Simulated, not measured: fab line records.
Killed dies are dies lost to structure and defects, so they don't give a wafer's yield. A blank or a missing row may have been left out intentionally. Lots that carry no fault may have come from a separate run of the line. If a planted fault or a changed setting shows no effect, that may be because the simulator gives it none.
The tool behind it: which one? -- flow gf180mcu -- 12 lots, 36 wafers sampled, at 2 steps of a route of 602

## WHAT THE GAUGES READ, wafer by wafer
GF_M2_CD_MEAS_14 targets a cd of 280 nm.
lot,measured,on,cd_nm (nm)
L075,day 19 12:17,cd_sem-01,279.5 278.4 279.4
L077,day 20 02:04,cd_sem-01,281.0 280.3 281.3
L079,day 21 01:02,cd_sem-01,279.7 279.5 279.5
L081,day 22 07:03,cd_sem-02,279.3 278.9 280.1
L083,day 22 19:08,cd_sem-02,279.6 279.1 279.8
L085,day 23 11:01,cd_sem-02,279.9 279.1 280.8
L087,day 23 22:53,cd_sem-02,277.0 278.2 277.3
L089,day 24 14:40,cd_sem-01,279.8 279.3 279.2
L091,day 25 04:52,cd_sem-01,280.1 281.5 280.0
L093,day 25 22:22,cd_sem-02,276.8 278.2 278.1
L095,day 26 13:04,cd_sem-02,281.2 280.3 279.9
L097,day 26 22:31,cd_sem-01,276.4 278.6 277.5

## EACH LOT AND THE TOOL THAT RAN IT (in order: tool; ch and the chambers of the sampled wafers; start)
lot,GF_V1_ETCH_16
L075,"rie_diel-04 ch 0,1, day 18 10:32"
L077,"rie_diel-02 ch 0,1,3, day 19 00:14"
L079,"rie_diel-02 ch 2,3, day 19 23:47"
L081,"rie_diel-02 ch 0,2,3, day 21 05:41"
L083,"rie_diel-01 ch 1,3, day 21 17:53"
L085,"rie_diel-02 ch 0,1,3, day 22 11:02"
L087,"rie_diel-04 ch 1,3, day 22 23:26"
L089,"rie_diel-04 ch 1,2, day 23 15:32"
L091,"rie_diel-04 ch 1,2, day 24 05:29"
L093,"rie_diel-04 ch 0,1, day 24 23:38"
L095,"rie_diel-01 ch 0,1, day 25 13:56"
L097,"rie_diel-01 ch 0,1,2, day 26 00:29"
- GF_V1_ETCH_16: etches BARC in N2/H2.

## THE ANSWER, worked out from the rows above alone
Rule: the lots themselves supply what counts as usual. The widest of any qualifying gaps counts: lots, ordered by their means at a reading, are off when they make up no more than a third of the lots, leave a main group of 4 or more, and stand apart from it by 3 or more times the standard deviation of that group's means. A main group whose means are all the same, to the digits that the tables above print for the reading, isn't used. Also off: a lot with no number at a reading for which 4 or more lots have one. The other lots that the step has rows for count as sound.
None of the lots is off at any reading shown; this tells nothing.

## WHAT THE SIMULATOR PUT IN
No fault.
